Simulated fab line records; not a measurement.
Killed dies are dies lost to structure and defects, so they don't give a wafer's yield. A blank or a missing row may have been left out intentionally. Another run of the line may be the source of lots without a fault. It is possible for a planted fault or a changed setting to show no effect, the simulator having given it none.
Lot-split experiment + flow sfq-line + route with 325 steps; 5 lots, 23 wafers read

== THE SPLIT ==
At SFQ_TRILAYER_JJ_TRILAYER_DEP_SPUTTER_112 (material Nb, target thk 170 nm, time 113.3 s), the setting power-w was moved away from the recipe's 2000 W on 10 of the 23 wafers read, by -11.0% to +10.5%. All remaining wafers had this setting at the recipe value.

No step appears in the file between the split and the reading.

== THE READING ==
JJ_NB_RS, in ohm/sq, at SFQ_JJ_RS_MEAS_929 (measures by four-point-probe). Typical for fault-free wafers on this fab line: 1.045 ohm/sq, with standard deviation 0.013 ohm/sq.

| wafer  | tool, chamber at the split | power-w as run, W | against the recipe | JJ_NB_RS, ohm/sq | against lot-mates on the recipe |
|--------|----------------------------|-------------------|--------------------|------------------|---------------------------------|
| L077.1 | pvd-sputter-06, -          | 2000              | recipe             | 1.034            | -                               |
| L077.2 | pvd-sputter-06, -          | 2141              | +7.1%              | 0.963            | -0.070                          |
| L077.3 | pvd-sputter-06, -          | 2141              | +7.1%              | 0.969            | -0.064                          |
| L077.4 | pvd-sputter-06, -          | 2141              | +7.1%              | 0.970            | -0.063                          |
| L077.5 | pvd-sputter-06, -          | 2000              | recipe             | 1.032            | -                               |
| L078.1 | pvd-sputter-04, -          | 2000              | recipe             | 1.045            | -                               |
| L078.2 | pvd-sputter-04, -          | 2211              | +10.5%             | 0.940            | -0.107                          |
| L078.3 | pvd-sputter-04, -          | 2211              | +10.5%             | 0.942            | -0.105                          |
| L078.4 | pvd-sputter-04, -          | 2211              | +10.5%             | 0.943            | -0.104                          |
| L078.6 | pvd-sputter-04, -          | 2000              | recipe             | 1.048            | -                               |
| L079.1 | pvd-sputter-05, -          | 2200              | +10.0%             | 0.970            | -0.093                          |
| L079.2 | pvd-sputter-05, -          | 2000              | recipe             | 1.059            | -                               |
| L079.3 | pvd-sputter-05, -          | 2200              | +10.0%             | 0.967            | -0.096                          |
| L079.4 | pvd-sputter-05, -          | 2000              | recipe             | 1.066            | -                               |
| L079.6 | pvd-sputter-05, -          | 2000              | recipe             | 1.063            | -                               |
| L081.1 | pvd-sputter-04, -          | 2000              | recipe             | 1.032            | -                               |
| L081.2 | pvd-sputter-04, -          | 2000              | recipe             | 1.036            | -                               |
| L081.4 | pvd-sputter-04, -          | 2000              | recipe             | 1.037            | -                               |
| L081.5 | pvd-sputter-04, -          | 1780              | -11.0%             | 1.162            | +0.127                          |
| L081.6 | pvd-sputter-04, -          | 1780              | -11.0%             | 1.173            | +0.138                          |
| L085.3 | pvd-sputter-06, -          | 2000              | recipe             | 1.035            | -                               |
| L085.4 | pvd-sputter-06, -          | 2000              | recipe             | 1.046            | -                               |
| L085.6 | pvd-sputter-06, -          | 2000              | recipe             | 1.035            | -                               |

FIT RESULTS
A straight line over all 23 wafers: JJ_NB_RS changes by -0.00997 ohm/sq for each +1% of power-w; r = -0.98; the points scatter about the line by 0.013 ohm/sq.
The same after taking each lot's own level away (the mean of its wafers on the recipe; 23 wafers): -0.0105 ohm/sq for each +1%; r = -0.99; scatter 0.0067 ohm/sq.
Per that fit: largest power-w move, reading shift of 0.12 ohm/sq.
The lots' own levels span 1.0330 to 1.0627 ohm/sq, that is 2.3 times the standard deviation above.
So the lot-to-lot level changes the slope little: the two slopes agree.
Check: with one of the wafers moved furthest among these (-11.0%) left out of the fit, the line predicts +0.117 ohm/sq for it against its lot-mates. It came out at +0.127 ohm/sq against them.

== FURTHER SPLITS ON THESE WAFERS ==
Note: prior to the reading, these wafers also went through further splits. Each is held against what the fit with the lots' levels taken away leaves over:
| other split on the same wafers                   | wafers away from the commonest value | r with JJ_NB_RS (lot level and that fit taken away) |
|--------------------------------------------------|--------------------------------------|-----------------------------------------------------|
| SFQ_TRILAYER_I3_VIA_LITHO_EXPOSE_086 dose-mj     | 9                                    | +0.06                                               |
| SFQ_TRILAYER_M4_DEP_SPUTTER_091 time-s           | 6                                    | -0.12                                               |
| SFQ_TRILAYER_M4_LITHO_COAT_093 spin-rpm          | 7                                    | -0.20                                               |
| SFQ_TRILAYER_M4_ETCH_METAL_ETCH_096 icp-w        | 10                                   | -0.08                                               |
| SFQ_TRILAYER_I4_VIA_LITHO_COAT_108 resist-thk-nm | 6                                    | -0.24                                               |
| SFQ_TRILAYER_I4_VIA_LITHO_PEB_106 peb-temp-c     | 9                                    | +0.03                                               |
| SFQ_TRILAYER_JJ_TRILAYER_DEP_SPUTTER_109 power-w | 10                                   | -0.24                                               |

== THE WHOLE CHAIN: every reading that the file lists as answering this split, in the file's order ==
| step                                     | what it does                                 | reading                                                                                            | change (the file's fit)             | r (the file's) |
|------------------------------------------|----------------------------------------------|----------------------------------------------------------------------------------------------------|-------------------------------------|----------------|
| SFQ_TRILAYER_JJ_TRILAYER_DEP_SPUTTER_112 | material Nb, target thk 170 nm, time 113.3 s | Nb_of_TRILAYER_JJ_TRILAYER_DEP_SPUTTER_112.thk-nm (the simulator's own value, which no gauge read) | +1.7 nm for each +1% of the setting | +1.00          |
| SFQ_JJ_RS_MEAS_929                       | measures by four-point-probe                 | JJ_NB_RS                                                                                           | -0.0104 for each +1% of the setting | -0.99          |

== THE FILE'S OWN FIT ==
JJ_NB_RS changes by -0.0104 ohm/sq for each +1% of power-w, r = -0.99.
